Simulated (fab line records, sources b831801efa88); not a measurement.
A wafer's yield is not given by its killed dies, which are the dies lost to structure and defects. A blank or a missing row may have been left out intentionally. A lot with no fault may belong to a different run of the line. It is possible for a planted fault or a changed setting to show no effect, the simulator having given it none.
A lot that was struck, set against a sound lot / flow sky130 / 32 steps out of a route of 708
Sound: wafers L248.1, L248.3, L248.6. Struck: wafer L257.3. (L257.4, L257.5 of the same lot were not struck and are left out.) The cause comes at the end.
Per side, at each step with rows, come the tool, then ch with its chambers, and then its first start. Under that, the readings that differ: sound wafers / struck wafers / difference of the means / sigmas: that difference in standard deviations of wafers without a fault.
alike: same words and numbers on both sides, and readings whose means sit less than 2 such deviations apart. not compared: any withheld reading, any reading some wafer has no value for, any bound like >300 that may hide the same value, and any number with overlapping values for which the record gives no deviation.
A row with sigmas, a row that says differs or no value, or rows on one side alone: a step with any of these is where the two part. Numbers that have no deviation but don't overlap get no sigmas and don't part them. A reading that every wafer of one side lacks parts them only if that side has two wafers or more.

first, 6 steps without rows for these wafers: SKY_CONTACT_ETCH_18 (etches Si3N4 in CHF3/O2, stops on TiN, time 39 s, target depth 75 nm); SKY_CONTACT_STRIP_19 (strips in O2/N2); SKY_CONTACT_STRIP_20 (strips in post etch residue remover, time 1200 s); SKY_CONTACT_CLEAN_21 (cleans in IPA, time 180 s); SKY_CONTACT_CLEAN_22 (cleans in O3/DIW); SKY_CONTACT_SPUTTER_23 (material TiN, target thk 20 nm, time 80 s).
SKY_CONTACT_CVD_24: deposits W, target thk 340 nm, time 102.12 s.
  sound on cvd w-01 ch 0,1, day 32 04:02; struck on cvd w-02 ch 0, day 35 19:25
  alike: heater power w
SKY_CONTACT_RS_MEAS_25: measurement is done with a four-point probe.
  sound on film metro-03, day 32 04:09; struck on film metro-03, day 35 19:32
reading=CONTACT_W_RS (ohm/sq); sound=0.335 0.345 0.343; struck=0.331; difference=-0.010; sigmas=-3
SKY_CONTACT_THK_MEAS_26: measures by xrf.
  sound on film metro-03, day 32 04:16; struck on film metro-03, day 35 19:38
reading=CONTACT_W_THK (nm); sound=334 326 326; struck=342; difference=+13; sigmas=+3
then, 1 step without rows for these wafers: SKY_CONTACT_CMP_27 (polishes, stops on SiO2, t overpolish 15 s, target thk 0 nm).
SKY_METAL1_SPUTTER_00: material Ti, target thk 15 nm, time 10 s.
  sound on pvd sputter-02, day 32 04:42; struck on pvd sputter-04, day 35 19:58
  alike: throttle valve pct
SKY_METAL1_SPUTTER_01: material TiN, target thk 20 nm, time 16.7 s.
  sound on pvd sputter-02, day 32 04:43; struck on pvd sputter-04, day 35 20:00
  alike: throttle valve pct
SKY_METAL1_SPUTTER_02: material AlCu, target thk 250 nm, time 13.3 s.
  sound on pvd sputter-02, day 32 04:45; struck on pvd sputter-04, day 35 20:01
reading=model.AlCu_of_METAL1_SPUTTER_02.thk nm (nm); sound=245.7 247.7 244.8; struck=161.8; difference=-84.3; sigmas=
  alike: throttle valve pct
then, 1 step without rows for these wafers: SKY_METAL1_SPUTTER_03 (material Ti, target thk 5 nm, time 3.3 s).
SKY_METAL1_SPUTTER_04: material TiN, target thk 70 nm, time 58.3 s.
  sound on pvd sputter-02, day 32 04:47; struck on pvd sputter-04, day 35 20:04
  alike: throttle valve pct
SKY_METAL1_RS_MEAS_05: measurement is done with a four-point probe.
  sound on film metro-02, day 32 04:50; struck on film metro-03, day 35 20:09
reading=METAL1_ALCU_RS (ohm/sq); sound=0.1289 0.1278 0.1296; struck=0.1996; difference=+0.0708; sigmas=+51
SKY_METAL1_THK_MEAS_06: measures by xrf.
  sound on film metro-02, day 32 04:58; struck on film metro-03, day 35 20:15
reading=METAL1_ALCU_THK (nm); sound=249.3 250.7 248.4; struck=163.9; difference=-85.6; sigmas=-32
then, 8 steps without rows for these wafers: SKY_METAL1_DEHYDRATE_07 (time 60 s); SKY_METAL1_HMDS_08 (prime time 60 s); SKY_METAL1_COAT_09 (resist thk 60 nm); SKY_METAL1_COAT_10 (resist thk 450 nm); SKY_METAL1_SOFTBAKE_11 (time 88.02 s); SKY_METAL1_EXPOSE_12 (exposes mask MM1, target cd 140 nm); SKY_METAL1_PEB_13; SKY_METAL1_DEVELOP_14 (develop time 60 s).
SKY_METAL1_CD_MEAS_15 targets a cd of 140 nm.
  sound on cd sem-01, day 33 07:26; struck on cd sem-02, day 36 22:06
  alike: cd nm
SKY_METAL1_OVL_MEAS_16:
  sound on overlay-02, day 33 07:34; struck on overlay-01, day 36 22:11
reading=METAL1_OVL (nm); sound=-8 3 -6; struck=8; difference=+12; sigmas=+2
then, 1 step without rows for these wafers: SKY_METAL1_DESCUM_17 (chemistry O2, time 8 s).
SKY_METAL1_ETCH_18: etches BARC in N2/H2, stops on SiO2, time 45.9 s, target depth 60 nm.
  sound on rie metal-02 ch 1, day 33 07:38; struck on rie metal-02 ch 1, day 36 22:16
  alike: chamber pressure mTorr, drypump motor current A, h2 flow sccm, n2 flow sccm, oes product au, rf fwd power W, throttle valve pct
  not compared: rf hours counter h
SKY_METAL1_METAL_ETCH_19: etches the open film in Cl2/BCl3, stops on SiO2, target depth 360 nm, time 78 s.
  sound on rie metal-02 ch 1, day 33 07:41; struck on rie metal-02 ch 1, day 36 22:20
reading=oes product au (a.u.); sound=0.848 0.854 0.850; struck=0.761; difference=-0.090; sigmas=-15
  alike: chamber pressure mTorr, drypump motor current A, rf fwd power W, throttle valve pct
  not compared: rf hours counter h
then, 1 step without rows for these wafers: SKY_METAL1_STRIP_20 (strips in O2/N2).
-- the record jumps here: 12 days lie between the struck wafers' starts before and after (it left off in module METAL1 and takes up again in module PAD_OPEN, whose first step shown is number 708 of the route) --
SKY_PAD_OPEN_PROBE_99:
  sound on prober-02, day 46 00:40; struck on prober-01, day 48 19:34
reading=killed at front end; sound=8 11 11; struck=23; difference=+13; sigmas=+3
reading=model.etest.met1.line ohm um; sound=0.8962 0.9061 0.9004; struck=1.376; difference=+0.475; sigmas=
reading=model.etest.met1.rs ohm sq; sound=0.1303 0.1295 0.1295; struck=0.1996; difference=+0.0698; sigmas=
  alike: defect limited yield, killed_at_M0_to_M3, killed_at_M4_up, killed at contacts, killed at other, killed dies, killed open, killed short, sort_bin_3_pad_short, sort_bin_5_function, sort_bin_6_memory, sort n pass, sort yield pct

WHERE THEY PART
First at SKY_CONTACT_RS_MEAS_25; last, within this record, at SKY_PAD_OPEN_PROBE_99.

WHY: the cause the simulator had injected
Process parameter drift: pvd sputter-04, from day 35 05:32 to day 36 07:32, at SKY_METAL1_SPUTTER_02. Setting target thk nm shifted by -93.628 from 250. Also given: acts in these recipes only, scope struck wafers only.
